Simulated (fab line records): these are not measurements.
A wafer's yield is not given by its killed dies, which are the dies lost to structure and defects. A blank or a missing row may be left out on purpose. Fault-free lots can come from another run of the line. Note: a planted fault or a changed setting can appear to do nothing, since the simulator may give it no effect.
fab line records + flow sky130
record:
- lots: 14
- wafers: 42
- last_day: 50
route steps=708 shown METAL2@489 VIA2@517
lots with no fault: from the same line, run without faults
start_h: the number of hours between the record's first day and the start of the first shown wafer of the lot + wait_h: hours elapsed since this lot's preceding step + " same as the row above + L1.1+2: one row covering several wafers at once + - no value, or no start given + * or withheld: withheld + < > ~ a bound
route shown NAME@n: names a module that has steps shown in the file, with the first one's number in the route + usual: average and standard deviation across the fault-free wafers + same: alike in all rows + chamber/n: place in a boat + sites: each site's reading + _std_site: how widely they spread, as a standard deviation + _edge_site: inner sites' mean taken away from outer sites' mean + radius_mm: for every site, how far away it sits from the centre of the wafer + mask NAME#n: copy n + behind: the last tool/chamber to shape the wafer + hold: cause of the lot's hold/its duration in hours/its outcome + device: the n, p or np transistor that did not switch + end of line: the tests these same wafers got at the end of their route + a step given without rows: its recipe and nothing more + killed: count of dies lost to structure and defects at first sort (not the wafer's yield) + map: per-die view of a wafer (x killed, . not killed, _ where there is no die)
set.NAME: the setting the step ran with; set.NAME@STEP: the setting that earlier step ran with + model.NAME: the simulator's own value behind a step, which no gauge read
one table for each step of the route and one row for each wafer, over a sample of lots
services: from which hour (start_h, from the record's first day; less than 0 if before it) a tool's chamber was out of use, for how many hours, and why
== steps ==
step: SKY_METAL2_THK_MEAS_06
recipe:
- thk_meas_gauge: xrf
- reads: AlCu_of_METAL2_SPUTTER_02
usual:
- METAL2_ALCU_THK: 249.1/2.8
| lot.wafer | tool          | chamber | start_h | wait_h | METAL2_ALCU_THK[nm] |
|-----------|---------------|---------|---------|--------|---------------------|
| L171.3    | film_metro-03 | -       | 814.62  | 0.1    | 247.7               |
| L171.4    | "             | -       | "       | "      | 245.5               |
| L171.5    | "             | -       | "       | "      | 245.7               |
| L173.4    | film_metro-03 | -       | 824.17  | 0.1    | 249.6               |
| L173.5    | "             | -       | "       | "      | 244.5               |
| L173.6    | "             | -       | "       | "      | 250.9               |
| L174.1    | film_metro-03 | -       | 831.64  | 0.1    | 245.8               |
| L174.2    | "             | -       | "       | "      | 245.0               |
| L174.4    | "             | -       | "       | "      | 245.4               |
| L175.2    | film_metro-03 | -       | 840.98  | 0.1    | 248.8               |
| L175.4    | "             | -       | "       | "      | 245.9               |
| L175.6    | "             | -       | "       | "      | 245.0               |
| L176.1    | film_metro-02 | -       | 844.00  | 0.1    | 247.3               |
| L176.3    | "             | -       | "       | "      | 253.4               |
| L176.4    | "             | -       | "       | "      | 253.6               |
| L177.2    | film_metro-04 | -       | 855.51  | 0.1    | 245.7               |
| L177.5    | "             | -       | "       | "      | 247.9               |
| L177.6    | "             | -       | "       | "      | 247.5               |
| L179.1    | film_metro-02 | -       | 868.08  | 0.1    | 252.7               |
| L179.4    | "             | -       | "       | "      | 246.4               |
| L179.5    | "             | -       | "       | "      | 248.9               |
| L184.1    | film_metro-04 | -       | 904.65  | 0.1    | 251.2               |
| L184.3    | "             | -       | "       | "      | 246.7               |
| L184.4    | "             | -       | "       | "      | 245.4               |
| L187.2    | film_metro-02 | -       | 925.36  | 0.1    | 250.7               |
| L187.4    | "             | -       | "       | "      | 251.2               |
| L187.5    | "             | -       | "       | "      | 248.2               |
| L188.1    | film_metro-04 | -       | 930.48  | 0.1    | 248.6               |
| L188.2    | "             | -       | "       | "      | 248.8               |
| L188.4    | "             | -       | "       | "      | 251.2               |
| L189.2    | film_metro-02 | -       | 933.11  | 0.1    | 247.6               |
| L189.3    | "             | -       | "       | "      | 249.2               |
| L189.5    | "             | -       | "       | "      | 248.4               |
| L190.1    | film_metro-03 | -       | 941.65  | 0.1    | 246.3               |
| L190.2    | "             | -       | "       | "      | 245.7               |
| L190.6    | "             | -       | "       | "      | 249.3               |
| L191.1    | film_metro-03 | -       | 947.10  | 0.1    | 248.5               |
| L191.2    | "             | -       | "       | "      | 249.8               |
| L191.3    | "             | -       | "       | "      | 246.8               |
| L193.3    | film_metro-04 | -       | 963.52  | 0.1    | 251.3               |
| L193.4    | "             | -       | "       | "      | 254.0               |
| L193.5    | "             | -       | "       | "      | 248.2               |
step: SKY_VIA2_PEB_10
recipe:
- peb_temp_c: withheld
- peb_time_s: withheld
- resist: KrF-thick
usual:
- chill_plate_temp_C: *
- exhaust_pa: 44.9/0.87
- resist_line_temp_C: *
| lot.wafer | tool           | chamber | start_h | wait_h | chill_plate_temp_C | exhaust_pa | resist_line_temp_C |
|-----------|----------------|---------|---------|--------|--------------------|------------|--------------------|
| L171.3    | litho_track-01 | 0       | 867     | -      | *                  | 45.5       | *                  |
| L171.4    | "              | 0       | "       | "      | *                  | 45.6       | *                  |
| L171.5    | "              | 0       | "       | "      | *                  | 44.2       | *                  |
| L173.4    | litho_track-03 | 0       | 875     | -      | *                  | 44.3       | *                  |
| L173.5    | "              | 0       | "       | "      | *                  | 45.0       | *                  |
| L173.6    | "              | 0       | "       | "      | *                  | 44.4       | *                  |
| L174.1    | litho_track-01 | 0       | 883     | -      | *                  | 45.2       | *                  |
| L174.2    | "              | 0       | "       | "      | *                  | 45.1       | *                  |
| L174.4    | "              | 0       | "       | "      | *                  | 45.1       | *                  |
| L175.2    | litho_track-01 | 0       | 893     | -      | *                  | 43.5       | *                  |
| L175.4    | "              | 0       | "       | "      | *                  | 44.8       | *                  |
| L175.6    | "              | 0       | "       | "      | *                  | 44.3       | *                  |
| L176.1    | litho_track-03 | 0       | 895     | -      | *                  | 47.2       | *                  |
| L176.3    | "              | 0       | "       | "      | *                  | 45.2       | *                  |
| L176.4    | "              | 0       | "       | "      | *                  | 45.3       | *                  |
| L177.2    | litho_track-01 | 0       | 907     | -      | *                  | 45.6       | *                  |
| L177.5    | "              | 0       | "       | "      | *                  | 46.2       | *                  |
| L177.6    | "              | 0       | "       | "      | *                  | 45.2       | *                  |
| L179.1    | litho_track-02 | 0       | 919     | -      | *                  | 46.1       | *                  |
| L179.4    | "              | 0       | "       | "      | *                  | 46.5       | *                  |
| L179.5    | "              | 0       | "       | "      | *                  | 45.7       | *                  |
| L184.1    | litho_track-01 | 0       | 956     | -      | *                  | 45.8       | *                  |
| L184.3    | "              | 0       | "       | "      | *                  | 45.4       | *                  |
| L184.4    | "              | 0       | "       | "      | *                  | 45.5       | *                  |
| L187.2    | litho_track-03 | -       | 976     | -      | -                  | -          | -                  |
| L187.4    | "              | -       | "       | "      | -                  | -          | -                  |
| L187.5    | "              | -       | "       | "      | -                  | -          | -                  |
| L188.1    | litho_track-03 | -       | 981     | -      | -                  | -          | -                  |
| L188.2    | "              | -       | "       | "      | -                  | -          | -                  |
| L188.4    | "              | -       | "       | "      | -                  | -          | -                  |
| L189.2    | litho_track-03 | 0       | 984     | -      | *                  | 45.5       | *                  |
| L189.3    | "              | 0       | "       | "      | *                  | 45.1       | *                  |
| L189.5    | "              | 0       | "       | "      | *                  | 45.6       | *                  |
| L190.1    | litho_track-01 | 0       | 991     | -      | *                  | 43.3       | *                  |
| L190.2    | "              | 0       | "       | "      | *                  | 43.2       | *                  |
| L190.6    | "              | 0       | "       | "      | *                  | 44.7       | *                  |
| L191.1    | litho_track-02 | 0       | 996     | -      | *                  | 43.9       | *                  |
| L191.2    | "              | 0       | "       | "      | *                  | 43.2       | *                  |
| L191.3    | "              | 0       | "       | "      | *                  | 42.9       | *                  |
| L193.3    | litho_track-02 | 0       | 1011    | -      | *                  | 44.9       | *                  |
| L193.4    | "              | 0       | "       | "      | *                  | 44.8       | *                  |
| L193.5    | "              | 0       | "       | "      | *                  | 44.8       | *                  |
step: SKY_VIA2_ETCH_15
recipe:
- target: SiO2
- chemistry: C4F8/O2/Ar
- target_depth_nm: 546
- stop_on: TiN
- mask_material: KrF-thick
- source_w: 1500
- bias_w: 1200
- pressure_mtorr: 40
- c4f8_flow_sccm: withheld
- O2_flow_sccm: 6
- Ar_flow_sccm: 300
- time_s: 84
usual:
- bias_w: 1200/3.6
- chamber_pressure_mTorr: 40.00/0.039
- oes_product_au: 0.940/0.0043
| lot.wafer | tool        | chamber | start_h | wait_h | bias_w | chamber_pressure_mTorr | oes_product_au | rf_hours_counter_h |
|-----------|-------------|---------|---------|--------|--------|------------------------|----------------|--------------------|
| L171.3    | rie_diel-03 | 0       | 868.32  | 0.0    | 1195   | 40.02                  | 0.945          | 4                  |
| L171.4    | "           | 2       | "       | "      | 1197   | 39.97                  | 0.937          | 9                  |
| L171.5    | "           | 3       | "       | "      | 1195   | 39.94                  | 0.934          | -                  |
| L173.4    | rie_diel-02 | 1       | 876.15  | 0.0    | 1199   | 39.99                  | 0.946          | 17                 |
| L173.5    | "           | 3       | "       | "      | 1202   | 40.09                  | 0.942          | -                  |
| L173.6    | "           | 2       | "       | "      | 1193   | 39.99                  | 0.943          | -                  |
| L174.1    | rie_diel-04 | 1       | 883.72  | 0.0    | 1200   | 39.99                  | 0.940          | 10                 |
| L174.2    | "           | 2       | "       | "      | 1199   | 39.94                  | 0.941          | 26                 |
| L174.4    | "           | 3       | "       | "      | 1200   | 39.93                  | 0.939          | 19                 |
| L175.2    | rie_diel-03 | 2       | 894.32  | 0.0    | 1195   | 40.05                  | 0.940          | 9                  |
| L175.4    | "           | 1       | "       | "      | 1198   | 39.97                  | 0.940          | 16                 |
| L175.6    | "           | 2       | "       | "      | 1197   | 40.02                  | 0.937          | -                  |
| L176.1    | rie_diel-02 | 3       | 896.30  | 0.0    | 1195   | 40.01                  | 0.938          | 14                 |
| L176.3    | "           | 1       | "       | "      | 1196   | 40.04                  | 0.941          | 18                 |
| L176.4    | "           | 0       | "       | "      | 1200   | 40.01                  | 0.941          | 14                 |
| L177.2    | rie_diel-02 | 1       | 908.27  | 0.0    | 1201   | 39.99                  | 0.936          | 19                 |
| L177.5    | "           | 2       | "       | "      | 1200   | 39.97                  | 0.944          | -                  |
| L177.6    | "           | 3       | "       | "      | 1204   | 40.04                  | 0.942          | -                  |
| L179.1    | rie_diel-02 | 0       | 919.62  | 0.0    | 1198   | 40.01                  | 0.946          | 15                 |
| L179.4    | "           | 1       | "       | "      | 1200   | 39.95                  | 0.947          | 19                 |
| L179.5    | "           | 3       | "       | "      | 1199   | 40.02                  | 0.943          | -                  |
| L184.1    | rie_diel-02 | 0       | 957.32  | 0.0    | 1204   | 40.00                  | 0.937          | 16                 |
| L184.3    | "           | 2       | "       | "      | 1199   | 40.01                  | 0.940          | 24                 |
| L184.4    | "           | 1       | "       | "      | 1203   | 39.94                  | 0.944          | 20                 |
| L187.2    | rie_diel-03 | 0       | 977.15  | 0.0    | 1198   | 39.99                  | 0.937          | 7                  |
| L187.4    | "           | 2       | "       | "      | 1197   | 40.05                  | 0.940          | 12                 |
| L187.5    | "           | 2       | "       | "      | 1193   | 40.06                  | 0.939          | -                  |
| L188.1    | rie_diel-04 | 3       | 982.40  | 0.0    | 1204   | 40.01                  | 0.936          | 23                 |
| L188.2    | "           | 0       | "       | "      | 1205   | 39.99                  | 0.938          | 24                 |
| L188.4    | "           | 1       | "       | "      | 1204   | 39.98                  | 0.939          | 13                 |
| L189.2    | rie_diel-04 | 1       | 985.05  | 0.0    | 1199   | 39.99                  | 0.933          | 13                 |
| L189.3    | "           | 3       | "       | "      | 1198   | 40.04                  | 0.944          | 23                 |
| L189.5    | "           | 2       | "       | "      | 1198   | 40.01                  | 0.938          | -                  |
| L190.1    | rie_diel-03 | 3       | 992.32  | 0.0    | 1195   | 39.95                  | 0.934          | 19                 |
| L190.2    | "           | 0       | "       | "      | 1201   | 39.98                  | 0.944          | 8                  |
| L190.6    | "           | 3       | "       | "      | 1198   | 40.03                  | 0.943          | -                  |
| L191.1    | rie_diel-03 | 3       | 997.47  | 0.0    | 1196   | 39.97                  | 0.939          | 19                 |
| L191.2    | "           | 0       | "       | "      | 1199   | 40.03                  | 0.938          | 8                  |
| L191.3    | "           | 2       | "       | "      | 1204   | 40.01                  | 0.939          | 12                 |
| L193.3    | rie_diel-04 | 2       | 1012.22 | 0.0    | 1204   | 39.93                  | 0.934          | 30                 |
| L193.4    | "           | 3       | "       | "      | 1198   | 40.00                  | 0.941          | 23                 |
| L193.5    | "           | 3       | "       | "      | 1198   | 40.04                  | 0.944          | -                  |
== services ==
| tool        | chamber | start_h | hours | kind   |
|-------------|---------|---------|-------|--------|
| rie_diel-02 | -       | 915.39  | 0.5   | repair |
| rie_diel-02 | 3       | 939.45  | 8.9   | repair |
| rie_diel-03 | 1       | 1001.77 | 13.3  | repair |
== key ==
first_sign:
- step: SKY_VIA2_PEB_10
- reading: tool_record
- direction: missing
effect none on later readings
met_at SKY_VIA2_PEB_10
struck_lots L187,L188
later_rows_left_out L187.2,L187.4,L187.5,L188.1,L188.2,L188.4
sort_left_out L187.2,L187.4,L187.5,L188.1,L188.2,L188.4
not_acting_at SKY_METAL2_THK_MEAS_06,SKY_VIA2_ETCH_15
onset_between 895 976
fault:
- kind: skipped_step_whole
- tool: litho_track-03
- chamber: -
- onset_h: 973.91
- steps: SKY_VIA2_PEB_10
- scope: struck_lots_only
sort_left_out: the simulated sort isn't trusted on such a fault, so these wafers' sort isn't shown, and their yield isn't known
later_rows_left_out: the simulator's readings of these wafers behind a module that went badly wrong aren't trusted and aren't shown, but for the sort
